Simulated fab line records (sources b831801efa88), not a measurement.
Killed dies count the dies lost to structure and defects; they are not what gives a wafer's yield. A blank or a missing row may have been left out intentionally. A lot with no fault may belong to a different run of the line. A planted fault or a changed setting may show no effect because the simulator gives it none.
What tool caused it? ; flow sky130 ; 33 wafers from 11 lots sampled at 6 of the route's 708 steps

## WHAT EACH GAUGE READ, for each wafer
SKY_SD_N_RS_MEAS_16: measurement is done with a four-point probe. Usual: SD_N_RS gives 68.59 ohm/sq (standard deviation 0.12).
lot;measured;on;SD_N_RS (ohm/sq);flag
L408;day 27 15:23;film_metro-03;68.63 68.38 68.69;
L409;day 28 11:25;film_metro-02;68.58 68.72 68.54;
L410;day 28 12:20;film_metro-02;68.55 68.64 68.68;
L412;day 29 06:57;film_metro-03;68.47 68.61 68.47;
L413;day 29 23:33;film_metro-03;68.57 68.47 68.47;
L414;day 30 01:55;film_metro-03;68.55 68.61 68.62;
L421;day 32 07:25;film_metro-01;65.60 65.45 65.71 65.63 65.66 65.64;OFF
L423;day 33 01:28;film_metro-02;65.90 65.97 65.89 65.73 65.87 65.91;OFF
L428;day 34 08:51;film_metro-02;68.70 68.64 68.75;
L430;day 35 03:26;film_metro-01;68.67 68.51 68.63;
L431;day 35 12:36;film_metro-02;68.78 68.70 68.68;

SKY_SD_N_RS_MEAS_17: measurement is done with a four-point probe. Usual: SD_P_RS gives 147.1 ohm/sq (standard deviation 0.33).
lot;measured;on;SD_P_RS (ohm/sq);flag
L408;day 27 15:31;film_metro-03;147.1 147.2 147.3;
L409;day 28 11:32;film_metro-02;147.2 147.0 147.2;
L410;day 28 12:28;film_metro-02;147.3 147.5 147.3;
L412;day 29 07:04;film_metro-03;147.2 146.7 146.9;
L413;day 29 23:40;film_metro-03;146.9 146.6 146.8;
L414;day 30 02:02;film_metro-03;147.2 147.2 147.2;
L421;day 32 09:59;film_metro-01;133.5 133.7 133.8 133.4 133.6 133.5;OFF
L423;day 33 03:51;film_metro-02;133.8 133.9 133.9 133.6 134.1 134.0;OFF
L428;day 34 08:58;film_metro-02;147.5 147.6 147.5;
L430;day 35 03:33;film_metro-01;146.6 146.7 146.5;
L431;day 35 12:43;film_metro-02;147.3 147.5 147.1;

SKY_CAPM_OVL_MEAS_12. Usual: CAPM_OVL gives -0.4 nm (standard deviation 1.5).
lot;measured;on;CAPM_OVL (nm);flag
L408;day 37 05:41;overlay-01;0.9 1.2 -0.5;
L409;day 37 22:20;overlay-02;-0.6 -1.8 -1.9;
L410;day 38 00:22;overlay-02;-1.2 0.8 -0.1;
L412;day 38 15:27;overlay-02;-1.1 -2.6 -1.3;
L413;day 39 06:10;overlay-02;-0.9 2.5 0.4;
L414;day 39 08:58;overlay-02;0.7 -1.2 -1.9;
L421;day 41 09:25;overlay-01;0.4 -0.1 0.9;
L423;day 42 02:31;overlay-01;2.0 1.4 1.6;
L428;day 43 06:34;overlay-01;-0.5 -1.9 -2.0;
L430;day 43 21:28;overlay-02;-2.2 -0.7 -1.7;
L431;day 44 04:10;overlay-02;-0.1 -0.7 0.3;

## WHAT TOOL EACH LOT RAN ON (gives the tool, then ch and the chambers of the sampled wafers, and finally the start)
lot;SKY_SD_N_RTA_14;SKY_VIA2_ETCH_15;SKY_VIA2_CMP_24
L408;rtp_anneal-02 ch 0, day 27 15:12;rie_diel-01 ch 0,2,3, day 36 01:04;cmp-02 ch 1,2, day 36 02:11
L409;rtp_anneal-01 ch 0, day 28 11:13;rie_diel-03 ch 1,2,3, day 36 18:30;cmp-01 ch 1,2,3, day 36 20:17
L410;rtp_anneal-02 ch 0, day 28 12:10;rie_diel-01 ch 0,2, day 36 21:31;cmp-01 ch 0,1,3, day 36 22:32
L412;rtp_anneal-02 ch 0, day 29 06:47;rie_diel-03 ch 2,3, day 37 13:41;cmp-02 ch 0,1, day 37 14:43
L413;rtp_anneal-01 ch 0, day 29 23:23;rie_diel-01 ch 0,1, day 38 04:03;cmp-01 ch 0,1,3, day 38 05:05
L414;rtp_anneal-02 ch 0, day 30 01:44;rie_diel-01 ch 0,1,2, day 38 06:16;cmp-01 ch 1,2,3, day 38 07:23
L421;rtp_anneal-01 ch 0, day 32 07:14;rie_diel-01 ch 0,1, day 40 07:23;cmp-02 ch 1,2,3, day 40 08:26
L423;rtp_anneal-01 ch 0, day 33 01:17;rie_diel-01 ch 0,1,2, day 41 01:40;cmp-01 ch 0,2, day 41 02:42
L428;rtp_anneal-02 ch 0, day 34 08:41;rie_diel-02 ch 0,1,3, day 42 05:29;cmp-01 ch 1,2,3, day 42 06:32
L430;rtp_anneal-02 ch 0, day 35 03:14;rie_diel-02 ch 0,1,2, day 42 21:25;cmp-02 ch 1,2,3, day 42 22:33
L431;rtp_anneal-01 ch 0, day 35 12:26;rie_diel-01 ch 0,1,3, day 43 04:10;cmp-01 ch 1,2,3, day 43 05:20
- SKY_SD_N_RTA_14: time 2 s.
- SKY_VIA2_ETCH_15: etches SiO2 in C4F8/O2/Ar, stops on TiN, target depth 546 nm, time 84 s.
- SKY_VIA2_CMP_24: polishes, stops on SiO2, t overpolish 20 s, target thk 0 nm.

## WHAT THE TOOLS THEMSELVES READ (means of the sampled wafers that have a number; where no wafer has one, the mark that the record gives instead)
SKY_SD_N_RTA_14. Usual: lamp_power_pct 15.74 %, standard deviation 0.052; wafer_temp_C_max 1078.2, standard deviation 1.2.
lot;tool;lamp_power_pct (%);wafer_temp_C_max;flag
L408;rtp_anneal-02;15.72;1078.5;
L409;rtp_anneal-01;15.69;1077.6;
L410;rtp_anneal-02;15.73;1077.9;
L412;rtp_anneal-02;15.81;1077.7;
L413;rtp_anneal-01;15.76;1078.6;
L414;rtp_anneal-02;15.69;1077.1;
L421;rtp_anneal-01;15.99;1093.4;OFF
L423;rtp_anneal-01;16.06;1095.0;OFF
L428;rtp_anneal-02;15.73;1078.3;
L430;rtp_anneal-02;15.77;1078.4;
L431;rtp_anneal-01;15.74;1079.3;

SKY_VIA2_ETCH_15. Usual: bias_w 1200 W, standard deviation 3.9; oes_product_au 0.936 a.u., standard deviation 0.0047.
lot;tool;bias_w (W);oes_product_au (a.u.);flag
L408;rie_diel-01;1202;0.932;
L409;rie_diel-03;1198;0.937;
L410;rie_diel-01;1195;0.938;
L412;rie_diel-03;1203;0.931;
L413;rie_diel-01;1201;0.936;
L414;rie_diel-01;1202;0.940;
L421;rie_diel-01;1198;0.939;
L423;rie_diel-01;1198;0.938;
L428;rie_diel-02;1197;0.933;
L430;rie_diel-02;1197;0.936;
L431;rie_diel-01;1201;0.933;

SKY_VIA2_CMP_24. Usual: head_pressure_psi 3.501 psi, standard deviation 0.0071; motor_current_A 11.6 A, standard deviation 1.1; overpolish_run_s 20.000 s, standard deviation 0.009; time_to_endpoint_s 104 s, standard deviation 6.
lot;tool;head_pressure_psi (psi);motor_current_A (A);overpolish_run_s (s);time_to_endpoint_s (s);flag
L408;cmp-02;3.500;10.5;19.992;108;
L409;cmp-01;3.505;12.2;19.998;103;
L410;cmp-01;3.500;11.3;20.005;98;
L412;cmp-02;3.497;11.9;20.004;100;
L413;cmp-01;3.498;11.3;19.998;99;
L414;cmp-01;3.496;12.6;20.002;96;
L421;cmp-02;3.502;11.2;20.003;108;
L423;cmp-01;3.505;12.1;19.992;103;
L428;cmp-01;3.498;12.2;20.007;98;
L430;cmp-02;3.505;10.7;20.008;101;
L431;cmp-01;3.500;12.3;20.005;100;

## THE ANSWER, worked out from the rows above alone
Rule: a lot is off if the mean of its wafers that have a number lies more than 3 standard deviations from the usual mean. A lot without any number at a reading at which 4 lots or more have one is off too. The other lots that the step has rows for count as sound. The gauges are gone through in route order, then the tools' own readings, and for those a lot's mean is taken as printed above. The first step at which some lot is off is used, and at that step the reading that is off furthest; a lot without a number counts as furthest.
Off: L421, L423, seen at SKY_SD_N_RS_MEAS_16 (SD_N_RS).
If a tool, at a process step before that reading, ran all the lots that are off and no sound lot after the first of them, it fits. The gauges at SKY_SD_N_RS_MEAS_16 aren't tried: what is off there is off at SKY_SD_N_RTA_14 too, on other tools, and a gauge's error can't cause that. No candidate that was tried fits.

## WHAT THE SIMULATOR PUT IN
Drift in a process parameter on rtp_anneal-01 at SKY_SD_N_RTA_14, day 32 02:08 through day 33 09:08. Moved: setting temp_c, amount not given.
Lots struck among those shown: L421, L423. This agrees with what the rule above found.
